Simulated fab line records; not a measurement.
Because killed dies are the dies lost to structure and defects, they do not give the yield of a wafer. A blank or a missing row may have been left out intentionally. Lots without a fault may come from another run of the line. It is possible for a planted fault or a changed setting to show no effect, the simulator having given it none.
fab line records -- flow gf180mcu -- part 1 of 2: steps 1 to 24 of 34
record lots=5, wafers=15, last_day=33
route steps=602 shown V1@339 M2@362
lots that met no fault: taken from a fault-free run of the same line
start_h: the number of hours between the record's first day and the start of the first shown wafer of the lot -- wait_h: hours since the lot's step before -- " identical to the entry in the row above -- L1.1+2: a row that stands for several wafers -- - no value, or no start was given -- * or withheld: withheld -- < > ~ a bound
route shown NAME@n: NAME is a module with steps in the file, n the number in the route of the first one -- usual: mean/standard deviation of fault-free wafers -- same: alike in all rows -- chamber/n: place in a boat -- sites: readings site by site -- _std_site: standard deviation of those values -- _edge_site: outer sites' mean less inner sites' -- radius_mm: how far each site lies from the wafer's centre -- mask NAME#n: copy n -- behind: tool/chamber where the wafer was last shaped -- hold: cause of the lot's hold/its duration in hours/its outcome -- device: names the non-switching transistor (n, p or np) -- end of line: tests run on the same wafers once the route is complete -- for a step that has no rows: nothing shown but its recipe -- killed: dies lost to structure and defects at the first sort, not the wafer's yield -- map: shows each die of a wafer: x if killed, . if not, _ if none is there
set.NAME: the setting as run; set.NAME@STEP: as run at that earlier step -- model.NAME: the simulator's own value behind a step, which no gauge read
lots seen at some steps along the route; tables by step, rows by wafer
services: from which hour (start_h, from the record's first day; less than 0 if before it) a tool's chamber was out of use, for how many hours, and why
## steps
# step GF_V1_CMP_04
# recipe material=SiO2, down_force_psi=4, platen_rpm=60, pad_velocity_m_s=0.94248
# usual motor_current_A=12.7/1.4, time_to_endpoint_s=82/5
lot.wafer,tool,chamber,start_h,wait_h,motor_current_A,time_to_endpoint_s
L076.3,cmp-01,3,401.67,0.1,11.3,81
L076.6,cmp-01,1,401.67,0.1,12.6,86
L076.5,cmp-01,2,401.67,0.1,13.3,78
L078.1,cmp-02,3,416.44,0.1,9.7,76
L078.4,cmp-02,0,416.44,0.1,11.8,84
L078.6,cmp-02,1,416.44,0.1,13.5,85
L087.3,cmp-02,0,509.90,0.0,11.6,77
L087.4,cmp-02,1,509.90,0.0,14.3,85
L087.2,cmp-02,3,509.90,0.0,9.5,74
L088.4,cmp-02,0,522.51,0.1,11.9,76
L088.3,cmp-02,1,522.51,0.1,13.2,85
L088.5,cmp-02,3,522.51,0.1,9.4,88
L094.2,cmp-01,3,559.15,0.0,11.3,82
L094.4,cmp-01,1,559.15,0.0,12.9,85
L094.3,cmp-01,2,559.15,0.0,14.7,76
# step GF_V1_BOW_MEAS_05
# recipe mode=bow
# usual V1_BOW=82/7.7
lot.wafer,tool,chamber,start_h,wait_h,V1_BOW[um]
L076.3,film_metro-04,-,401.91,0.2,69
L076.5,film_metro-04,-,401.91,0.2,80
L076.6,film_metro-04,-,401.91,0.2,76
L078.1,film_metro-01,-,416.64,0.1,65
L078.4,film_metro-01,-,416.64,0.1,65
L078.6,film_metro-01,-,416.64,0.1,75
L087.2,film_metro-01,-,510.22,0.1,92
L087.3,film_metro-01,-,510.22,0.1,83
L087.4,film_metro-01,-,510.22,0.1,81
L088.3,film_metro-04,-,522.80,0.2,77
L088.4,film_metro-04,-,522.80,0.2,75
L088.5,film_metro-04,-,522.80,0.2,85
L094.2,film_metro-01,-,559.47,0.3,88
L094.3,film_metro-01,-,559.47,0.3,76
L094.4,film_metro-01,-,559.47,0.3,95
# step GF_V1_DEHYDRATE_06
# recipe temp_c=200, time_s=60
# usual exhaust_pa=44.8/0.87
lot.wafer,tool,chamber,start_h,wait_h,exhaust_pa
L076.3,litho_track-01,0,412.24,10.3,45.6
L076.5,litho_track-01,0,412.24,10.3,45.8
L076.6,litho_track-01,0,412.24,10.3,44.8
L078.1,litho_track-03,0,427.36,10.7,45.0
L078.4,litho_track-03,0,427.36,10.7,44.7
L078.6,litho_track-03,0,427.36,10.7,45.7
L087.2,litho_track-04,0,521.17,10.9,44.5
L087.3,litho_track-04,0,521.17,10.9,44.7
L087.4,litho_track-04,0,521.17,10.9,44.5
L088.3,litho_track-03,0,533.16,10.3,44.7
L088.4,litho_track-03,0,533.16,10.3,45.7
L088.5,litho_track-03,0,533.16,10.3,45.0
L094.2,litho_track-01,0,569.71,10.2,44.0
L094.3,litho_track-01,0,569.71,10.2,44.7
L094.4,litho_track-01,0,569.71,10.2,43.9
# step GF_V1_HMDS_07
# recipe prime_time_s=60, prime_temp_c=120
# usual exhaust_pa=45.0/0.98
lot.wafer,tool,chamber,start_h,wait_h,exhaust_pa
L076.3,litho_track-01,0,412.39,0.1,45.8
L076.5,litho_track-01,0,412.39,0.1,45.6
L076.6,litho_track-01,0,412.39,0.1,45.7
L078.1,litho_track-03,0,427.51,0.1,45.8
L078.4,litho_track-03,0,427.51,0.1,46.3
L078.6,litho_track-03,0,427.51,0.1,44.7
L087.2,litho_track-04,0,521.32,0.1,44.8
L087.3,litho_track-04,0,521.32,0.1,46.2
L087.4,litho_track-04,0,521.32,0.1,45.9
L088.3,litho_track-03,0,533.31,0.1,44.2
L088.4,litho_track-03,0,533.31,0.1,44.6
L088.5,litho_track-03,0,533.31,0.1,45.0
L094.2,litho_track-01,0,569.86,0.1,44.1
L094.3,litho_track-01,0,569.86,0.1,45.4
L094.4,litho_track-01,0,569.86,0.1,45.6
# step GF_V1_COAT_08
# recipe resist=BARC, temp_c=withheld, time_s=withheld, spin_rpm=withheld, resist_thk_nm=withheld
# usual exhaust_pa=44.9/1
lot.wafer,tool,chamber,start_h,wait_h,exhaust_pa
L076.3,litho_track-01,0,412.54,0.1,44.8
L076.5,litho_track-01,0,412.54,0.1,44.7
L076.6,litho_track-01,0,412.54,0.1,44.1
L078.1,litho_track-03,0,427.66,0.1,46.2
L078.4,litho_track-03,0,427.66,0.1,46.7
L078.6,litho_track-03,0,427.66,0.1,45.5
L087.2,litho_track-04,0,521.47,0.1,44.7
L087.3,litho_track-04,0,521.47,0.1,44.7
L087.4,litho_track-04,0,521.47,0.1,42.9
L088.3,litho_track-03,0,533.46,0.1,44.3
L088.4,litho_track-03,0,533.46,0.1,43.1
L088.5,litho_track-03,0,533.46,0.1,43.6
L094.2,litho_track-01,0,570.01,0.1,44.2
L094.3,litho_track-01,0,570.01,0.1,44.1
L094.4,litho_track-01,0,570.01,0.1,44.9
# step GF_V1_COAT_09
# recipe resist=KrF, spin_rpm=withheld, resist_thk_nm=1000
# usual exhaust_pa=44.9/0.78
lot.wafer,tool,chamber,start_h,wait_h,exhaust_pa
L076.3,litho_track-01,0,-,-,45.3
L076.5,litho_track-01,0,-,-,43.7
L076.6,litho_track-01,0,-,-,45.1
L078.1,litho_track-03,0,-,-,45.9
L078.4,litho_track-03,0,-,-,44.8
L078.6,litho_track-03,0,-,-,45.7
L087.2,litho_track-04,0,-,-,45.8
L087.3,litho_track-04,0,-,-,44.9
L087.4,litho_track-04,0,-,-,44.2
L088.3,litho_track-03,0,-,-,45.8
L088.4,litho_track-03,0,-,-,45.0
L088.5,litho_track-03,0,-,-,45.1
L094.2,litho_track-01,0,-,-,45.2
L094.3,litho_track-01,0,-,-,44.2
L094.4,litho_track-01,0,-,-,44.9
# step GF_V1_SOFTBAKE_10
# recipe temp_c=130, time_s=60, resist=KrF
# usual exhaust_pa=44.8/0.91
lot.wafer,tool,chamber,start_h,wait_h,exhaust_pa
L076.3,litho_track-01,0,-,-,46.3
L076.5,litho_track-01,0,-,-,45.1
L076.6,litho_track-01,0,-,-,46.1
L078.1,litho_track-03,0,-,-,44.9
L078.4,litho_track-03,0,-,-,44.5
L078.6,litho_track-03,0,-,-,45.9
L087.2,litho_track-04,0,-,-,44.0
L087.3,litho_track-04,0,-,-,43.7
L087.4,litho_track-04,0,-,-,44.7
L088.3,litho_track-03,0,-,-,44.5
L088.4,litho_track-03,0,-,-,45.8
L088.5,litho_track-03,0,-,-,44.4
L094.2,litho_track-01,0,-,-,44.1
L094.3,litho_track-01,0,-,-,43.6
L094.4,litho_track-01,0,-,-,44.5
# step GF_V1_EXPOSE_11
# recipe mask_id=Via1, target_cd_nm=260, na=0.68, source_shape=conventional, sigma_outer=0.6, dose_mj=38
# usual stage_vel_mm_s=500.01/0.24
lot.wafer,tool,chamber,start_h,wait_h,mask,stage_vel_mm_s
L076.3,krf_scanner-02,0,-,-,Via1#0,499.91
L076.5,krf_scanner-02,0,-,-,Via1#0,500.07
L076.6,krf_scanner-02,0,-,-,Via1#0,500.22
L078.1,krf_scanner-02,0,-,-,Via1#0,499.84
L078.4,krf_scanner-02,0,-,-,Via1#0,499.70
L078.6,krf_scanner-02,0,-,-,Via1#0,499.97
L087.2,krf_scanner-02,0,-,-,Via1#0,500.31
L087.3,krf_scanner-02,0,-,-,Via1#0,500.25
L087.4,krf_scanner-02,0,-,-,Via1#0,500.83
L088.3,krf_scanner-01,0,-,-,Via1#0,499.95
L088.4,krf_scanner-01,0,-,-,Via1#0,500.22
L088.5,krf_scanner-01,0,-,-,Via1#0,499.85
L094.2,krf_scanner-01,0,-,-,Via1#0,500.09
L094.3,krf_scanner-01,0,-,-,Via1#0,500.16
L094.4,krf_scanner-01,0,-,-,Via1#0,500.26
# step GF_V1_PEB_12
# recipe peb_temp_c=135, peb_time_s=90, resist=KrF
# usual exhaust_pa=45.0/0.93
lot.wafer,tool,chamber,start_h,wait_h,exhaust_pa
L076.3,litho_track-01,0,-,-,44.4
L076.5,litho_track-01,0,-,-,45.5
L076.6,litho_track-01,0,-,-,44.5
L078.1,litho_track-01,0,-,-,43.7
L078.4,litho_track-01,0,-,-,44.4
L078.6,litho_track-01,0,-,-,45.8
L087.2,litho_track-03,0,-,-,44.5
L087.3,litho_track-03,0,-,-,45.2
L087.4,litho_track-03,0,-,-,44.6
L088.3,litho_track-01,0,-,-,45.5
L088.4,litho_track-01,0,-,-,44.4
L088.5,litho_track-01,0,-,-,44.6
L094.2,litho_track-01,0,-,-,45.2
L094.3,litho_track-01,0,-,-,44.5
L094.4,litho_track-01,0,-,-,46.1
# step GF_V1_DEVELOP_13
# recipe develop_time_s=60, resist=KrF, dev_temp_c=21
# usual exhaust_pa=45.2/0.92
lot.wafer,tool,chamber,start_h,wait_h,exhaust_pa
L076.3,litho_track-01,0,424.69,0.1,46.4
L076.5,litho_track-01,0,424.69,0.1,46.9
L076.6,litho_track-01,0,424.69,0.1,45.3
L078.1,litho_track-01,0,439.94,0.2,45.6
L078.4,litho_track-01,0,439.94,0.2,46.1
L078.6,litho_track-01,0,439.94,0.2,46.7
L087.2,litho_track-03,0,532.63,0.2,46.2
L087.3,litho_track-03,0,532.63,0.2,44.0
L087.4,litho_track-03,0,532.63,0.2,44.9
L088.3,litho_track-01,0,544.98,0.1,44.4
L088.4,litho_track-01,0,544.98,0.1,45.5
L088.5,litho_track-01,0,544.98,0.1,44.7
L094.2,litho_track-01,0,580.86,0.2,45.5
L094.3,litho_track-01,0,580.86,0.2,46.1
L094.4,litho_track-01,0,580.86,0.2,45.1
# step GF_V1_CD_MEAS_14
# recipe target_cd_nm=260
# usual cd_nm=259.8/1.2
lot.wafer,tool,chamber,start_h,wait_h,cd_nm
L076.3,cd_sem-01,-,424.83,0.1,259.2
L076.5,cd_sem-01,-,424.83,0.1,258.0
L076.6,cd_sem-01,-,424.83,0.1,257.7
L078.1,cd_sem-02,-,440.09,0.1,261.6
L078.4,cd_sem-02,-,440.09,0.1,262.4
L078.6,cd_sem-02,-,440.09,0.1,261.4
L087.2,cd_sem-01,-,532.78,0.1,258.9
L087.3,cd_sem-01,-,532.78,0.1,259.5
L087.4,cd_sem-01,-,532.78,0.1,259.0
L088.3,cd_sem-01,-,545.12,0.1,259.2
L088.4,cd_sem-01,-,545.12,0.1,259.9
L088.5,cd_sem-01,-,545.12,0.1,258.9
L094.2,cd_sem-01,-,581.00,0.1,258.4
L094.3,cd_sem-01,-,581.00,0.1,257.6
L094.4,cd_sem-01,-,581.00,0.1,258.1
# step GF_V1_OVL_MEAS_15
# usual V1_OVL=-1/5.2
lot.wafer,tool,chamber,start_h,wait_h,V1_OVL[nm]
L076.3,overlay-01,-,424.92,0.1,-4
L076.5,overlay-01,-,424.92,0.1,-9
L076.6,overlay-01,-,424.92,0.1,-1
L078.1,overlay-02,-,440.21,0.1,1
L078.4,overlay-02,-,440.21,0.1,1
L078.6,overlay-02,-,440.21,0.1,2
L087.2,overlay-01,-,532.88,0.1,1
L087.3,overlay-01,-,532.88,0.1,6
L087.4,overlay-01,-,532.88,0.1,5
L088.3,overlay-02,-,545.22,0.1,-5
L088.4,overlay-02,-,545.22,0.1,0
L088.5,overlay-02,-,545.22,0.1,-5
L094.2,overlay-01,-,581.11,0.1,-7
L094.3,overlay-01,-,581.11,0.1,-1
L094.4,overlay-01,-,581.11,0.1,-8
# step GF_V1_ETCH_16
# recipe chemistry=N2/H2, target_depth_a=withheld, overetch_a=withheld, time_s=withheld, target=BARC, ion_energy_ev=200, source_w=500, bias_w=100, pressure_mtorr=30, n2_flow_sccm=100, h2_flow_sccm=200
# usual drypump_motor_current_A=5.7/0.54, n2_flow_sccm=100.04/0.29, oes_product_au=0.855/0.0045, rf_fwd_power_W=495.7/2.2, throttle_valve_pct=13.224/0.0096
lot.wafer,tool,chamber,start_h,wait_h,drypump_motor_current_A,n2_flow_sccm,oes_product_au,rf_fwd_power_W,throttle_valve_pct
L076.3,rie_diel-01,1,424.94,0.0,6.5,100.24,0.854,494.0,13.223
L076.5,rie_diel-01,1,424.94,0.0,6.6,100.26,0.851,494.7,13.231
L076.6,rie_diel-01,2,424.94,0.0,5.7,100.10,0.855,495.1,13.229
L078.1,rie_diel-01,1,440.24,0.0,6.5,100.12,0.861,494.5,13.239
L078.4,rie_diel-01,3,440.24,0.0,5.6,99.89,0.861,492.7,13.228
L078.6,rie_diel-01,1,440.24,0.0,6.6,100.01,0.859,494.0,13.212
L087.2,rie_diel-02,0,532.91,0.0,5.9,99.31,0.853,493.6,13.229
L087.3,rie_diel-02,3,532.91,0.0,5.4,100.27,0.841,497.6,13.222
L087.4,rie_diel-02,2,532.91,0.0,4.8,99.49,0.859,497.3,13.213
L088.3,rie_diel-04,2,545.24,0.0,6.4,100.07,0.851,493.2,13.241
L088.4,rie_diel-04,3,545.24,0.0,4.9,99.95,0.857,496.3,13.198
L088.5,rie_diel-04,1,545.24,0.0,6.0,99.99,0.856,496.8,13.230
L094.2,rie_diel-01,1,581.14,0.0,6.6,100.29,0.858,498.9,13.211
L094.3,rie_diel-01,3,581.14,0.0,5.6,100.18,0.862,493.2,13.230
L094.4,rie_diel-01,2,581.14,0.0,5.7,99.22,0.852,495.2,13.231
# step GF_V1_ETCH_17
# recipe chemistry=C4F8/O2/Ar, mask_material=KrF, target=SiO2, stop_on=TiN, source_w=1500, bias_w=1200, pressure_mtorr=40, c4f8_flow_sccm=withheld, O2_flow_sccm=6, Ar_flow_sccm=300, time_s=withheld, target_depth_a=6300
# usual oes_product_au=0.856/0.0042, rf_fwd_power_W=1494/4.9
lot.wafer,tool,chamber,start_h,wait_h,oes_product_au,rf_fwd_power_W
L076.3,rie_diel-01,1,-,-,0.857,1496
L076.5,rie_diel-01,1,-,-,0.855,1504
L076.6,rie_diel-01,2,-,-,0.855,1495
L078.1,rie_diel-01,1,-,-,0.855,1500
L078.4,rie_diel-01,3,-,-,0.862,1496
L078.6,rie_diel-01,1,-,-,0.852,1500
L087.2,rie_diel-02,0,-,-,0.856,1489
L087.3,rie_diel-02,3,-,-,0.856,1494
L087.4,rie_diel-02,2,-,-,0.860,1496
L088.3,rie_diel-04,2,-,-,0.854,1486
L088.4,rie_diel-04,3,-,-,0.855,1490
L088.5,rie_diel-04,1,-,-,0.862,1491
L094.2,rie_diel-01,1,-,-,0.847,1484
L094.3,rie_diel-01,3,-,-,0.856,1491
L094.4,rie_diel-01,2,-,-,0.852,1497
# step GF_V1_STRIP_18
# recipe chemistry=O2/N2, power_w=1400, pressure_mtorr=1500, platen_temp_c=250, o2_flow_sccm=3000, n2_flow_sccm=300, overash_fraction=0.5
# usual drypump_motor_current_A=5.99/0.29, heater_power_w=349/26, n2_flow_sccm=300.0/0.93, o2_flow_sccm=2998/8.6, oes_product_au=0.592/0.0047
lot.wafer,tool,chamber,start_h,wait_h,drypump_motor_current_A,heater_power_w,n2_flow_sccm,o2_flow_sccm,oes_product_au,rf_hours_counter_h
L076.3,plasma_asher-02,0,425.11,-,6.12,361,300.8,3000,0.592,-
L076.5,plasma_asher-02,1,425.11,-,6.33,378,299.2,3001,0.594,-
L076.6,plasma_asher-02,0,425.11,-,6.12,355,301.7,3000,0.595,-
L078.1,plasma_asher-01,1,440.37,-,5.96,314,300.7,3015,0.590,79
L078.4,plasma_asher-01,0,440.37,-,5.77,381,298.3,2994,0.588,-
L078.6,plasma_asher-01,1,440.37,-,5.93,320,300.0,3016,0.597,-
L087.2,plasma_asher-04,0,533.04,-,5.48,312,301.6,2993,0.583,11
L087.3,plasma_asher-04,0,533.04,-,5.51,317,299.8,2986,0.590,-
L087.4,plasma_asher-04,1,533.04,-,6.14,337,300.4,2989,0.591,-
L088.3,plasma_asher-04,1,545.40,-,6.23,331,301.6,3000,0.588,-
L088.4,plasma_asher-04,0,545.40,-,5.48,315,299.7,3003,0.605,-
L088.5,plasma_asher-04,1,545.40,-,6.14,334,300.0,3000,0.596,-
L094.2,plasma_asher-04,0,581.27,-,5.48,328,299.0,2989,0.589,16
L094.3,plasma_asher-04,1,581.27,-,6.18,338,301.7,2996,0.587,-
L094.4,plasma_asher-04,0,581.27,-,5.49,312,299.7,2998,0.590,-
# step GF_V1_STRIP_19
# recipe chemistry=post_etch_residue_remover, time_s=1200, temp_c=72.5
lot.wafer,tool,chamber,start_h,wait_h
L076.3+5+6,wet_bench-01,2,425.17,0.0
L078.1+4+6,wet_bench-01,0,440.47,0.1
L087.2+3+4,wet_bench-03,1,533.14,0.1
L088.3+4+5,wet_bench-04,3,545.47,0.0
L094.2+3+4,wet_bench-03,3,581.37,0.1
# step GF_V1_CLEAN_20
# recipe chemistry=DIW, dry=n2_spin
lot.wafer,tool,chamber,start_h,wait_h
L076.3+5+6,wet_bench-04,0,425.51,0.0
L078.1+4+6,wet_bench-04,1,440.81,0.0
L087.2+3+4,wet_bench-04,0,533.48,0.0
L088.3+4+5,wet_bench-01,2,545.84,0.0
L094.2+3+4,wet_bench-01,1,581.71,0.0
# step GF_V1_SPUTTER_21
# recipe material=Ti, target_thk_nm=15, chamber_pressure_pa=5, power_w=2500, substrate_temp_c=200, time_s=80.02
# usual substrate_temp_c=200.00/0.18, throttle_valve_pct=30.1/1
lot.wafer,tool,chamber,start_h,wait_h,substrate_temp_c,throttle_valve_pct
L076.3,pvd_sputter-01,-,425.61,0.0,199.68,30.4
L076.5,pvd_sputter-01,-,425.61,0.0,200.08,29.7
L076.6,pvd_sputter-01,-,425.61,0.0,200.03,30.4
L078.1,pvd_sputter-02,-,440.91,0.0,199.77,31.2
L078.4,pvd_sputter-02,-,440.91,0.0,200.19,30.3
L078.6,pvd_sputter-02,-,440.91,0.0,200.19,28.3
L087.2,pvd_sputter-02,-,533.58,0.0,200.01,30.3
L087.3,pvd_sputter-02,-,533.58,0.0,199.86,28.2
L087.4,pvd_sputter-02,-,533.58,0.0,200.26,31.3
L088.3,pvd_sputter-02,-,545.94,0.0,199.73,28.8
L088.4,pvd_sputter-02,-,545.94,0.0,199.91,30.1
L088.5,pvd_sputter-02,-,545.94,0.0,199.86,30.4
L094.2,pvd_sputter-04,-,581.80,0.0,200.07,29.8
L094.3,pvd_sputter-04,-,581.80,0.0,200.00,30.7
L094.4,pvd_sputter-04,-,581.80,0.0,199.97,29.7
# step GF_V1_SPUTTER_22
# recipe material=TiN, target_thk_nm=10, chamber_pressure_pa=5, power_w=4000, time_s=40
# usual throttle_valve_pct=30.0/1.1
lot.wafer,tool,chamber,start_h,wait_h,throttle_valve_pct
L076.3,pvd_sputter-01,-,425.67,0.0,30.2
L076.5,pvd_sputter-01,-,425.67,0.0,29.3
L076.6,pvd_sputter-01,-,425.67,0.0,30.6
L078.1,pvd_sputter-02,-,440.97,0.0,31.3
L078.4,pvd_sputter-02,-,440.97,0.0,30.2
L078.6,pvd_sputter-02,-,440.97,0.0,28.0
L087.2,pvd_sputter-02,-,533.64,0.0,30.3
L087.3,pvd_sputter-02,-,533.64,0.0,28.0
L087.4,pvd_sputter-02,-,533.64,0.0,31.4
L088.3,pvd_sputter-02,-,546.00,0.0,29.1
L088.4,pvd_sputter-02,-,546.00,0.0,30.2
L088.5,pvd_sputter-02,-,546.00,0.0,30.1
L094.2,pvd_sputter-04,-,581.86,0.0,29.9
L094.3,pvd_sputter-04,-,581.86,0.0,30.5
L094.4,pvd_sputter-04,-,581.86,0.0,29.5
# step GF_V1_CVD_23
# recipe material=W, target_thk_nm=350, time_s=105.05, temp_c=400, pressure_torr=40
# usual heater_power_w=806/79
lot.wafer,tool,chamber,start_h,wait_h,heater_power_w
L076.3,cvd_w-01,0,425.78,0.1,709
L076.5,cvd_w-01,0,425.78,0.1,729
L076.6,cvd_w-01,0,425.78,0.1,703
L078.1,cvd_w-01,1,441.01,0.0,879
L078.4,cvd_w-01,0,441.01,0.0,706
L078.6,cvd_w-01,0,441.01,0.0,702
L087.2,cvd_w-01,0,533.68,0.0,717
L087.3,cvd_w-01,0,533.68,0.0,708
L087.4,cvd_w-01,1,533.68,0.0,865
L088.3,cvd_w-02,1,546.08,0.1,930
L088.4,cvd_w-02,0,546.08,0.1,772
L088.5,cvd_w-02,0,546.08,0.1,779
L094.2,cvd_w-01,1,581.90,0.0,847
L094.3,cvd_w-01,0,581.90,0.0,705
L094.4,cvd_w-01,1,581.90,0.0,855
# step GF_V1_RS_MEAS_24
# recipe thk_meas_gauge=four-point-probe, reads=W_of_V1_CVD_23+TiN_of_V1_SPUTTER_22+Ti_of_V1_SPUTTER_21
# usual V1_W_RS=0.328/0.0037
lot.wafer,tool,chamber,start_h,wait_h,V1_W_RS[ohm/sq]
L076.3,film_metro-01,-,425.97,0.2,0.326
L076.5,film_metro-01,-,425.97,0.2,0.326
L076.6,film_metro-01,-,425.97,0.2,0.325
L078.1,film_metro-01,-,441.13,0.1,0.325
L078.4,film_metro-01,-,441.13,0.1,0.327
L078.6,film_metro-01,-,441.13,0.1,0.327
L087.2,film_metro-01,-,533.81,0.1,0.327
L087.3,film_metro-01,-,533.81,0.1,0.329
L087.4,film_metro-01,-,533.81,0.1,0.330
L088.3,film_metro-04,-,546.20,0.1,0.329
L088.4,film_metro-04,-,546.20,0.1,0.329
L088.5,film_metro-04,-,546.20,0.1,0.331
L094.2,film_metro-02,-,582.04,0.1,0.327
L094.3,film_metro-02,-,582.04,0.1,0.326
L094.4,film_metro-02,-,582.04,0.1,0.326
# step GF_V1_THK_MEAS_25
# recipe thk_meas_gauge=xrf, reads=W_of_V1_CVD_23
# usual V1_W_THK=346/4.7
lot.wafer,tool,chamber,start_h,wait_h,V1_W_THK[nm]
L076.3,film_metro-01,-,426.07,0.1,345
L076.5,film_metro-01,-,426.07,0.1,343
L076.6,film_metro-01,-,426.07,0.1,348
L078.1,film_metro-01,-,441.25,0.1,346
L078.4,film_metro-01,-,441.25,0.1,345
L078.6,film_metro-01,-,441.25,0.1,343
L087.2,film_metro-01,-,533.92,0.1,343
L087.3,film_metro-01,-,533.92,0.1,339
L087.4,film_metro-01,-,533.92,0.1,339
L088.3,film_metro-04,-,546.30,0.1,346
L088.4,film_metro-04,-,546.30,0.1,347
L088.5,film_metro-04,-,546.30,0.1,347
L094.2,film_metro-02,-,582.15,0.1,347
L094.3,film_metro-02,-,582.15,0.1,349
L094.4,film_metro-02,-,582.15,0.1,349
# step GF_V1_CMP_26
# recipe stop_on=SiO2, down_force_psi=3.5, platen_rpm=60, t_overpolish_s=15, target_thk_nm=0, pad_velocity_m_s=0.94248
# usual motor_current_A=11.7/1.3, overpolish_run_s=15.000/0.0091, time_to_endpoint_s=84.3/2.7
lot.wafer,tool,chamber,start_h,wait_h,motor_current_A,overpolish_run_s,time_to_endpoint_s
L076.3,cmp-02,1,426.16,0.1,12.6,14.997,82.9
L076.5,cmp-02,0,426.16,0.1,10.9,14.995,81.3
L076.6,cmp-02,1,426.16,0.1,12.3,14.984,83.8
L078.1,cmp-02,2,441.31,0.1,13.0,14.999,83.5
L078.4,cmp-02,3,441.31,0.1,8.8,14.994,83.0
L078.6,cmp-02,3,441.31,0.1,8.5,14.996,82.5
L087.4,cmp-01,0,533.97,0.0,12.8,14.995,79.8
L087.3,cmp-01,2,533.97,0.0,12.6,15.004,84.2
L087.2,cmp-01,3,533.97,0.0,10.7,15.010,84.2
L088.4,cmp-01,2,546.34,0.0,12.6,15.003,80.1
L088.3,cmp-01,3,546.34,0.0,11.1,14.995,82.0
L088.5,cmp-01,2,546.34,0.0,12.4,14.997,77.9
L094.2,cmp-01,3,582.20,0.0,11.3,15.008,80.4
L094.4,cmp-01,0,582.20,0.0,12.7,15.005,78.5
L094.3,cmp-01,1,582.20,0.0,12.0,15.000,79.9
# step GF_M2_SPUTTER_00
# recipe material=Ti, target_thk_nm=37.5, arriving_ion_energy_ev=80, substrate_temp_c=200, chamber_pressure_pa=2, power_w=4000, time_s=150
# usual substrate_temp_c=200.00/0.14, throttle_valve_pct=29.8/1.2
lot.wafer,tool,chamber,start_h,wait_h,substrate_temp_c,throttle_valve_pct
L076.3,pvd_sputter-04,-,426.41,0.2,200.11,29.8
L076.5,pvd_sputter-04,-,426.41,0.2,200.05,29.9
L076.6,pvd_sputter-04,-,426.41,0.2,199.86,30.7
L078.1,pvd_sputter-04,-,441.61,0.2,200.15,31.7
L078.4,pvd_sputter-04,-,441.61,0.2,200.10,29.8
L078.6,pvd_sputter-04,-,441.61,0.2,200.26,29.5
L087.2,pvd_sputter-04,-,534.27,0.1,200.38,30.8
L087.3,pvd_sputter-04,-,534.27,0.1,199.91,29.4
L087.4,pvd_sputter-04,-,534.27,0.1,200.02,31.8
L088.3,pvd_sputter-02,-,546.64,0.2,199.85,29.1
L088.4,pvd_sputter-02,-,546.64,0.2,199.94,28.0
L088.5,pvd_sputter-02,-,546.64,0.2,200.08,30.2
L094.2,pvd_sputter-02,-,582.50,0.2,199.85,31.4
L094.3,pvd_sputter-02,-,582.50,0.2,200.07,28.9
L094.4,pvd_sputter-02,-,582.50,0.2,200.09,29.9
